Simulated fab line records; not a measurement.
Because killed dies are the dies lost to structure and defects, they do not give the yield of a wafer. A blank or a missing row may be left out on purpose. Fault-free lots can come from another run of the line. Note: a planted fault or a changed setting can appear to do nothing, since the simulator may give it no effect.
fab line records	flow sky130
record: lots: 12	wafers: 36	last-day: 50
route steps=708 shown VT_ADJUST_LVTN@105 LDD_N@254 SPACER@305 POLY_CUT@317
lots that met no fault: from a run of the same line without faults
start-h: the number of hours between the record's first day and the start of the first shown wafer of the lot	wait-h: hours elapsed since this lot's preceding step	" identical to the entry in the row above	L1.1+2: a single row standing in for several wafers	- no value, or no start given	* or withheld: withheld	< > ~ a bound
route shown NAME@n: names a module that has steps shown in the file, with the first one's number in the route	usual: mean/standard deviation of fault-free wafers	same: alike in all rows	chamber/n: place in a boat	sites: the reading at each site	_std_site: the standard deviation of these	_edge_site: the outer-site mean with the inner-site mean subtracted	radius-mm: for every site, how far away it sits from the centre of the wafer	mask NAME#n: copy n	behind: the last tool/chamber to shape the wafer	hold: reason for holding the lot/hours on hold/outcome of the hold	device: transistor that didn't switch, given as n, p or np	end of line: the tests these same wafers got at the end of their route	a step without rows: its recipe alone	killed: dies that structure and defects cost at the first sort, which is not the same as the wafer's yield	map: per-die view of a wafer (x killed, . not killed, _ where there is no die)
set.NAME: the setting the step ran with; set.NAME@STEP: the setting that earlier step ran with	model.NAME: the simulator's own value behind a step, which no gauge read
the route's steps for a sample of lots (tables are steps, rows are wafers)
services: from which hour (start-h, from the record's first day; less than 0 if before it) a tool's chamber was out of use, for how many hours, and why
== steps ==
step: SKY_VT_ADJUST_LVTN_IMPLANT_08
recipe: species: B	energy-kev: 30	dose-cm2: 1.57e+12	tilt-deg: withheld
usual: beam-energy-keV: 29.998/0.0083
lot.wafer	tool	chamber	start-h	wait-h	beam-energy-keV
L671.1	implanter-02	0	142.14	0.0	30.005
L671.3	"	0	"	"	29.991
L671.6	"	0	"	"	29.997
L672.1	implanter-01	0	149.89	0.0	29.991
L672.3	"	0	"	"	29.992
L672.6	"	0	"	"	30.002
L673.1	implanter-03	0	153.59	0.0	29.995
L673.3	"	0	"	"	30.009
L673.4	"	0	"	"	30.002
L674.1	implanter-01	0	158.16	0.0	29.997
L674.2	"	0	"	"	30.007
L674.5	"	0	"	"	30.003
L674.1	implanter-01	0	158.48	0.3	30.003
L674.2	"	0	"	"	30.009
L674.5	"	0	"	"	29.990
L676.3	implanter-02	0	173.51	0.1	30.017
L676.4	"	0	"	"	30.000
L676.5	"	0	"	"	29.988
L678.1	implanter-03	0	194.06	0.0	29.991
L678.2	"	0	"	"	30.004
L678.6	"	0	"	"	30.000
L678.1	implanter-03	0	194.51	0.4	30.013
L678.2	"	0	"	"	29.985
L678.6	"	0	"	"	29.998
L679.1	implanter-03	0	195.09	0.0	30.008
L679.2	"	0	"	"	29.987
L679.3	"	0	"	"	29.994
L682.1	implanter-03	0	216.09	0.0	29.993
L682.3	"	0	"	"	29.993
L682.6	"	0	"	"	29.989
L682.1	implanter-03	0	216.40	0.3	30.006
L682.3	"	0	"	"	30.011
L682.6	"	0	"	"	30.004
L687.1	implanter-01	0	247.91	0.0	29.986
L687.2	"	0	"	"	30.005
L687.3	"	0	"	"	29.998
L692.2	implanter-01	0	284.78	0.0	29.999
L692.4	"	0	"	"	30.003
L692.5	"	0	"	"	30.017
L691.1	implanter-01	0	286.61	0.0	30.007
L691.4	"	0	"	"	30.004
L691.5	"	0	"	"	29.988
L693.1	implanter-01	0	289.44	0.0	29.991
L693.5	"	0	"	"	29.992
L693.6	"	0	"	"	29.987
step: SKY_VT_ADJUST_LVTN_TW_MEAS_10
usual: VT_ADJUST_LVTN_TW: 239/4.3
lot.wafer	tool	chamber	start-h	wait-h	VT_ADJUST_LVTN_TW
L671.1	film-metro-02	-	142.39	0.1	239
L671.3	"	-	"	"	240
L671.6	"	-	"	"	239
L672.1	film-metro-01	-	150.14	0.1	235
L672.3	"	-	"	"	237
L672.6	"	-	"	"	236
L673.1	film-metro-03	-	153.84	0.1	245
L673.3	"	-	"	"	245
L673.4	"	-	"	"	244
L674.1	film-metro-02	-	158.73	0.1	291
L674.2	"	-	"	"	293
L674.5	"	-	"	"	292
L676.3	film-metro-03	-	173.73	0.1	244
L676.4	"	-	"	"	241
L676.5	"	-	"	"	243
L678.1	film-metro-01	-	194.76	0.1	289
L678.2	"	-	"	"	287
L678.6	"	-	"	"	289
L679.1	film-metro-03	-	195.34	0.1	245
L679.2	"	-	"	"	245
L679.3	"	-	"	"	245
L682.1	film-metro-01	-	216.65	0.1	289
L682.3	"	-	"	"	288
L682.6	"	-	"	"	288
L687.1	film-metro-01	-	248.16	0.1	236
L687.2	"	-	"	"	235
L687.3	"	-	"	"	235
L692.2	film-metro-03	-	285.02	0.1	245
L692.4	"	-	"	"	245
L692.5	"	-	"	"	245
L691.1	film-metro-02	-	286.86	0.1	238
L691.4	"	-	"	"	240
L691.5	"	-	"	"	240
L693.1	film-metro-03	-	289.69	0.1	246
L693.5	"	-	"	"	247
L693.6	"	-	"	"	247
step: SKY_LDD_N_TW_MEAS_17
usual: LDD_N_TW: 2595/21
lot.wafer	tool	chamber	start-h	wait-h	LDD_N_TW
L671.1	film-metro-04	-	404.19	0.1	2573
L671.3	"	-	"	"	2583
L671.6	"	-	"	"	2600
L672.1	film-metro-04	-	404.80	0.1	2595
L672.3	"	-	"	"	2603
L672.6	"	-	"	"	2583
L673.1	film-metro-03	-	419.30	0.1	2614
L673.3	"	-	"	"	2632
L673.4	"	-	"	"	2627
L674.1	film-metro-04	-	438.25	0.1	2583
L674.2	"	-	"	"	2586
L674.5	"	-	"	"	2576
L676.3	film-metro-02	-	456.29	0.1	2579
L676.4	"	-	"	"	2602
L676.5	"	-	"	"	2577
L678.1	film-metro-04	-	481.77	0.1	2600
L678.2	"	-	"	"	2593
L678.6	"	-	"	"	2606
L679.1	film-metro-03	-	483.38	0.1	2628
L679.2	"	-	"	"	2632
L679.3	"	-	"	"	2638
L682.1	film-metro-03	-	512.92	0.1	2623
L682.3	"	-	"	"	2630
L682.6	"	-	"	"	2637
L687.1	film-metro-04	-	553.43	0.1	2594
L687.2	"	-	"	"	2597
L687.3	"	-	"	"	2594
L692.2	film-metro-04	-	587.06	0.1	2579
L692.4	"	-	"	"	2604
L692.5	"	-	"	"	2595
L691.1	film-metro-02	-	594.38	0.1	2556
L691.4	"	-	"	"	2548
L691.5	"	-	"	"	2561
L693.1	film-metro-03	-	602.63	0.1	2619
L693.5	"	-	"	"	2632
L693.6	"	-	"	"	2595
step: SKY_SPACER_THK_MEAS_01
recipe: reads: Si3N4_of_SPACER_CVD_00
usual: SPACER_CVD_00_THK: 43.0/0.42
lot.wafer	tool	chamber	start-h	wait-h	SPACER_CVD_00_THK[nm]
L671.1	film-metro-04	-	527.33	0.0	43.0
L671.3	"	-	"	"	43.1
L671.6	"	-	"	"	43.3
L672.1	film-metro-04	-	529.67	0.0	43.5
L672.3	"	-	"	"	43.5
L672.6	"	-	"	"	43.1
L673.1	film-metro-03	-	548.99	0.0	43.5
L673.3	"	-	"	"	43.9
L673.4	"	-	"	"	44.0
L674.1	film-metro-03	-	562.89	0.0	43.2
L674.2	"	-	"	"	43.2
L674.5	"	-	"	"	42.9
L676.3	film-metro-01	-	579.19	0.0	43.0
L676.4	"	-	"	"	42.2
L676.5	"	-	"	"	42.8
L678.1	film-metro-01	-	604.11	0.0	42.5
L678.2	"	-	"	"	42.3
L678.6	"	-	"	"	42.8
L679.1	film-metro-03	-	604.11	0.0	42.7
L679.2	"	-	"	"	42.7
L679.3	"	-	"	"	42.9
L682.1	film-metro-03	-	632.48	0.0	42.5
L682.3	"	-	"	"	42.5
L682.6	"	-	"	"	42.7
L687.1	film-metro-03	-	671.85	0.0	42.4
L687.2	"	-	"	"	42.5
L687.3	"	-	"	"	42.3
L692.2	film-metro-03	-	702.98	0.0	43.2
L692.4	"	-	"	"	43.3
L692.5	"	-	"	"	43.2
L691.1	film-metro-01	-	711.20	0.0	43.0
L691.4	"	-	"	"	43.0
L691.5	"	-	"	"	43.1
L693.1	film-metro-03	-	718.54	0.0	43.4
L693.5	"	-	"	"	43.4
L693.6	"	-	"	"	43.0
step: SKY_POLY_CUT_ETCH_10
recipe: chemistry: N2/H2	target: BARC	ion-energy-ev: 200	source-w: 500	bias-w: 100	pressure-mtorr: 30	n2-flow-sccm: 100	h2-flow-sccm: 200	stop-on: SiO2	time-s: 45.9	target-depth-a: 600
usual: bias-w: 99.95/0.28	drypump-motor-current-A: 5.5/0.49	oes-product-au: 0.855/0.0047	throttle-valve-pct: 13.224/0.0081
lot.wafer	tool	chamber	start-h	wait-h	bias-w	drypump-motor-current-A	oes-product-au	rf-hours-counter-h	throttle-valve-pct
L671.1	rie-diel-03	2	557.30	0.0	99.83	5.1	0.857	11	13.217
L671.3	"	3	"	"	99.62	6.1	0.852	13	13.222
L671.6	"	0	"	"	99.94	5.5	0.857	-	13.229
L672.1	rie-diel-02	3	559.80	0.0	99.66	5.2	0.851	8	13.218
L672.3	"	1	"	"	100.11	6.6	0.854	8	13.223
L672.6	"	1	"	"	99.74	6.6	0.860	-	13.232
L673.1	rie-diel-03	0	578.14	0.0	100.49	5.5	0.853	12	13.233
L673.3	"	3	"	"	100.08	6.2	0.862	13	13.213
L673.4	"	2	"	"	100.31	5.1	0.849	11	13.216
L674.1	rie-diel-03	0	591.95	0.0	99.82	5.5	0.851	13	13.227
L674.2	"	1	"	"	99.55	4.9	0.848	13	13.233
L674.5	"	3	"	"	99.66	6.1	0.848	-	13.222
L676.3	rie-diel-02	2	608.88	0.0	99.96	5.4	0.859	16	13.228
L676.4	"	2	"	"	99.91	5.5	0.860	-	13.235
L676.5	"	0	"	"	99.66	5.0	0.850	-	13.225
L678.1	rie-diel-02	1	633.48	0.0	99.95	6.5	0.872	9	13.234
L678.2	"	3	"	"	99.61	5.2	0.858	10	13.224
L678.6	"	1	"	"	99.90	6.5	0.848	-	13.227
L679.1	rie-diel-04	1	633.59	0.0	100.30	6.0	0.852	3	13.230
L679.2	"	0	"	"	100.33	5.2	0.855	36	13.210
L679.3	"	2	"	"	99.73	6.0	0.858	16	13.233
L682.1	rie-diel-03	3	660.98	0.0	99.23	6.1	0.855	14	13.216
L682.3	"	0	"	"	100.04	5.5	0.858	14	13.228
L682.6	"	0	"	"	100.16	5.5	0.859	-	13.215
L687.1	rie-diel-04	2	699.58	0.0	100.15	5.9	0.860	17	13.244
L687.2	"	0	"	"	99.70	5.2	0.852	37	13.238
L687.3	"	3	"	"	100.34	6.1	0.848	6	13.219
L692.2	rie-diel-02	3	731.40	0.0	99.79	5.2	0.849	13	13.210
L692.4	"	3	"	"	100.03	5.2	0.862	-	13.223
L692.5	"	1	"	"	100.05	6.6	0.844	-	13.219
L691.1	rie-diel-04	2	739.65	0.0	99.87	6.0	0.851	17	13.226
L691.4	"	3	"	"	99.41	6.1	0.856	7	13.229
L691.5	"	2	"	"	99.89	6.0	0.858	-	13.229
L693.1	rie-diel-03	1	746.93	0.0	100.26	4.9	0.852	16	13.216
L693.5	"	1	"	"	99.76	4.9	0.848	-	13.219
L693.6	"	2	"	"	100.34	5.2	0.849	-	13.225
== services ==
tool	chamber	start-h	hours	kind
implanter-03	-	131.61	3.2	pm
implanter-03	-	139.06	3.4	repair
implanter-03	-	146.76	5.8	repair
rie-diel-03	3	149.34	7.2	repair
implanter-03	-	184.48	2.4	repair
rie-diel-03	-	200.39	2.8	pm
rie-diel-03	3	217.70	14.1	repair
implanter-01	-	224.24	0.8	repair
implanter-01	-	275.73	3.3	repair
implanter-03	-	334.44	2.4	repair
rie-diel-03	-	349.99	28.1	pm
rie-diel-03	1	429.55	1.6	repair
implanter-01	-	431.34	1.6	pm
implanter-03	-	460.93	2.2	repair
implanter-01	-	483.29	4.3	pm
rie-diel-03	1	512.69	6.5	repair
implanter-01	-	522.02	2.6	repair
implanter-01	-	549.27	2.1	repair
implanter-01	-	556.24	2.5	repair
implanter-01	-	565.66	2.5	repair
rie-diel-03	-	620.23	26.6	repair
implanter-03	-	620.70	4.0	pm
implanter-03	-	628.29	3.0	repair
rie-diel-03	3	649.06	9.9	repair
== key ==
first-sign: step: SKY_VT_ADJUST_LVTN_IMPLANT_08	reading: visit	direction: added
effect: step: SKY_VT_ADJUST_LVTN_TW_MEAS_10	reading: VT_ADJUST_LVTN_TW	direction: up	sigmas: 12	usual: 239	struck: 290
met-at SKY_VT_ADJUST_LVTN_IMPLANT_08
struck-lots L674,L678,L682
tester-left-out L674,L678,L682
not-acting-at SKY_LDD_N_TW_MEAS_17,SKY_SPACER_THK_MEAS_01,SKY_POLY_CUT_ETCH_10
fault: kind: repeated-step-whole	tool: implanter-01,implanter-02,implanter-03	chamber: -	onset-h: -	steps: SKY_VT_ADJUST_LVTN_IMPLANT_08	times: 1	scope: struck-lots-only
tester-left-out: of these lots the tester's yield and bins aren't shown, on N5 and GAA mostly nor the transistor test; their killed dies are dies lost to structure and defects alone, not to doping, threshold or leakage, so they don't give the yield
